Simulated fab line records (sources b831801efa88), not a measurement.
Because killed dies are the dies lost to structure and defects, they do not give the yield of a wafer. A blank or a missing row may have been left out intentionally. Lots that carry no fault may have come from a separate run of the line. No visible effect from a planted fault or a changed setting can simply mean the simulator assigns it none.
Which tool was responsible?    flow gf180mcu    Sampling: 12 lots, 36 wafers, 5 of 602 route steps

## WHAT THE GAUGES READ, wafer by wafer
GF_VT_IMPLANT_RS_MEAS_47: the measuring method here is four-point-probe. Usual: NWELL_RS 487.7 ohm/sq, standard deviation 1.3.
lot   measured      on            NWELL_RS (ohm/sq)  flag
L107  day 7 22:25   filmMetro-02  486.7 484.7 485.1  
L108  day 8 03:11   filmMetro-04  486.1 487.3 485.1  
L110  day 8 17:14   filmMetro-04  488.7 488.8 488.9  
L114  day 9 20:08   filmMetro-03  488.0 489.4 487.5  
L115  day 10 04:21  filmMetro-03  485.2 484.7 486.2  
L116  day 10 12:25  filmMetro-02  488.0 486.9 488.0  
L117  day 10 13:26  filmMetro-03  487.4 488.0 487.1  
L119  day 11 06:15  filmMetro-03  487.8 486.7 488.8  
L124  day 12 16:19  filmMetro-03  488.3 489.9 489.7  
L125  day 13 02:25  filmMetro-03  487.1 486.6 487.0  
L127  day 13 12:09  filmMetro-03  487.4 487.7 486.4  
L130  day 14 07:48  filmMetro-02  487.9 488.2 488.4  

GF_VT_IMPLANT_RS_MEAS_49: the measuring method here is four-point-probe. Usual: MVPSD_RS 1169 ohm/sq, standard deviation 3.3.
lot   measured      on            MVPSD_RS (ohm/sq)              flag
L107  day 7 22:40   filmMetro-02  1170 1169 1170                 
L108  day 8 03:25   filmMetro-04  1174 1176 1174                 
L110  day 8 17:29   filmMetro-04  1167 1167 1161                 
L114  day 9 20:23   filmMetro-03  1171 1169 1163                 
L115  day 10 04:35  filmMetro-03  1169 1165 1168                 
L116  day 10 12:40  filmMetro-02  1171 1169 1169                 
L117  day 10 13:40  filmMetro-03  1170 1170 1171                 
L119  day 11 06:29  filmMetro-03  1166 1167 1172                 
L124  day 12 16:34  filmMetro-03  1171 1171 1170                 
L125  day 13 02:40  filmMetro-03  1170 1167 1169                 
L127  day 13 12:23  filmMetro-03  1174 1210 1206 1172 1209 1210  OFF
L130  day 14 08:02  filmMetro-02  1173 1177 1171                 

## WHICH TOOL RAN EACH LOT (tool, then ch and the chambers of the sampled wafers, then the start)
lot   GF_MVPSD_IMPLANT_09              GF_VT_IMPLANT_STRIP_09               GF_VT_IMPLANT_STRIP_20
L107  implanter-01 ch 0, day 5 05:41   plasmaAsher-04 ch 0,1, day 5 20:50   plasmaAsher-02 ch 0,1, day 6 12:28
L108  implanter-04 ch 0, day 5 09:20   plasmaAsher-04 ch 0,1, day 6 00:56   plasmaAsher-04 ch 0,1, day 6 17:23
L110  implanter-01 ch 0, day 5 22:43   plasmaAsher-02 ch 0,1, day 6 14:38   plasmaAsher-04 ch 0,1, day 7 06:56
L114  implanter-02 ch 0, day 6 22:49   plasmaAsher-04 ch 1, day 7 15:09     plasmaAsher-04 ch 0,1, day 8 07:35
L115  implanter-02 ch 0, day 7 06:38   plasmaAsher-03 ch 0,1, day 7 22:56   plasmaAsher-03 ch 0,1, day 8 16:08
L116  implanter-04 ch 0, day 7 12:31   plasmaAsher-02 ch 0,1, day 8 05:46   plasmaAsher-02 ch 0,1, day 8 23:18
L117  implanter-02 ch 0, day 7 14:55   plasmaAsher-03 ch 0,1, day 8 07:19   plasmaAsher-04 ch 0,1, day 9 00:39
L119  implanter-02 ch 0, day 8 04:41   plasmaAsher-02 ch 0,1, day 8 22:10   plasmaAsher-03 ch 0,1, day 9 15:59
L124  implanter-01 ch 0, day 9 09:25   plasmaAsher-02 ch 0,1, day 10 04:08  plasmaAsher-03 ch 0,1, day 10 23:23
L125  implanter-01 ch 0, day 9 19:10   plasmaAsher-04 ch 0,1, day 10 14:05  plasmaAsher-04 ch 0,1, day 11 09:17
L127  implanter-02 ch 0, day 10 03:50  plasmaAsher-02 ch 0,1, day 10 23:17  plasmaAsher-04 ch 0,1, day 11 18:44
L130  implanter-04 ch 0, day 10 22:08  plasmaAsher-04 ch 0,1, day 11 17:50  plasmaAsher-02 ch 0,1, day 12 13:44
- GF_MVPSD_IMPLANT_09
- GF_VT_IMPLANT_STRIP_09: strips in O2/N2.
- GF_VT_IMPLANT_STRIP_20: strips in O2/N2.

## AS READ BY THE TOOLS THEMSELVES (means over the sampled wafers that have a number; for cases with no such wafer, the mark the record gives instead)
GF_VT_IMPLANT_STRIP_09. Usual: drypumpMotorCurrentA 5.9 A, standard deviation 0.38; heaterPowerW 345 W, standard deviation 41; oesProductAu 0.716 a.u., standard deviation 0.0039; platenTempC 250.00 C, standard deviation 0.17; stripTimeToEndpointS 12.63 s, standard deviation 0.036.
lot   tool            drypumpMotorCurrentA (A)  heaterPowerW (W)  oesProductAu (a.u.)  platenTempC (C)  stripTimeToEndpointS (s)  flag
L107  plasmaAsher-04  5.6                       359               0.714                250.05           12.62                     
L108  plasmaAsher-04  5.6                       367               0.711                250.18           12.59                     
L110  plasmaAsher-02  6.2                       337               0.719                250.01           12.59                     
L114  plasmaAsher-04  5.5                       384               0.718                249.92           12.66                     
L115  plasmaAsher-03  5.9                       295               0.721                249.89           12.63                     
L116  plasmaAsher-02  6.4                       371               0.718                249.93           12.64                     
L117  plasmaAsher-03  5.7                       284               0.713                249.89           12.63                     
L119  plasmaAsher-02  6.2                       338               0.718                250.15           12.62                     
L124  plasmaAsher-02  6.4                       363               0.716                250.08           12.67                     
L125  plasmaAsher-04  5.5                       369               0.715                249.96           12.59                     
L127  plasmaAsher-02  6.2                       333               0.718                250.01           12.65                     
L130  plasmaAsher-04  5.6                       358               0.716                250.09           12.62                     

GF_VT_IMPLANT_STRIP_20. Usual: drypumpMotorCurrentA 5.8 A, standard deviation 0.35; heaterPowerW 337 W, standard deviation 43; oesProductAu 0.716 a.u., standard deviation 0.0043; platenTempC 250.01 C, standard deviation 0.18; stripTimeToEndpointS 12.63 s, standard deviation 0.033.
lot   tool            drypumpMotorCurrentA (A)  heaterPowerW (W)  oesProductAu (a.u.)  platenTempC (C)  stripTimeToEndpointS (s)  flag
L107  plasmaAsher-02  6.2                       336               0.718                249.84           12.63                     
L108  plasmaAsher-04  5.5                       373               0.712                250.09           12.64                     
L110  plasmaAsher-04  5.6                       369               0.710                250.19           12.61                     
L114  plasmaAsher-04  5.6                       356               0.721                249.74           12.58                     
L115  plasmaAsher-03  5.7                       286               0.719                250.12           12.67                     
L116  plasmaAsher-02  6.4                       373               0.716                250.14           12.64                     
L117  plasmaAsher-04  5.6                       361               0.713                249.93           12.66                     
L119  plasmaAsher-03  5.7                       286               0.721                249.96           12.63                     
L124  plasmaAsher-03  5.9                       291               0.712                250.05           12.63                     
L125  plasmaAsher-04  5.6                       355               0.714                250.07           12.64                     
L127  plasmaAsher-04  5.5                       369               0.718                250.27           12.64                     
L130  plasmaAsher-02  6.4                       363               0.717                250.14           12.62                     

## THE ANSWER, worked out from the rows above alone
Rule: a lot counts as off when the mean over its wafers that have a number is more than 3 standard deviations away from the usual mean. A lot without any number at a reading at which 4 lots or more have one is off too. Where the step has rows for the other lots, those lots are counted as sound. First the gauges in route order, then the tools' own readings, where a lot's mean is used as printed above. At the first step where some lot is off, the reading lying furthest off is the one used; lots without a number count as furthest.
Off: L127, seen at GF_VT_IMPLANT_RS_MEAS_49 (MVPSD_RS).
A tool fits if, at a process step before that reading, it ran every lot that is off, and no sound lot after the first of them. Those tools and the gauges at GF_VT_IMPLANT_RS_MEAS_49 are tried in the same way. Can't be told from this: 4 tools fit, implanter-02 at GF_MVPSD_IMPLANT_09, plasmaAsher-02 at GF_VT_IMPLANT_STRIP_09, plasmaAsher-04 at GF_VT_IMPLANT_STRIP_20, filmMetro-03 at GF_VT_IMPLANT_RS_MEAS_49.

## WHAT THE SIMULATOR HAD INSERTED
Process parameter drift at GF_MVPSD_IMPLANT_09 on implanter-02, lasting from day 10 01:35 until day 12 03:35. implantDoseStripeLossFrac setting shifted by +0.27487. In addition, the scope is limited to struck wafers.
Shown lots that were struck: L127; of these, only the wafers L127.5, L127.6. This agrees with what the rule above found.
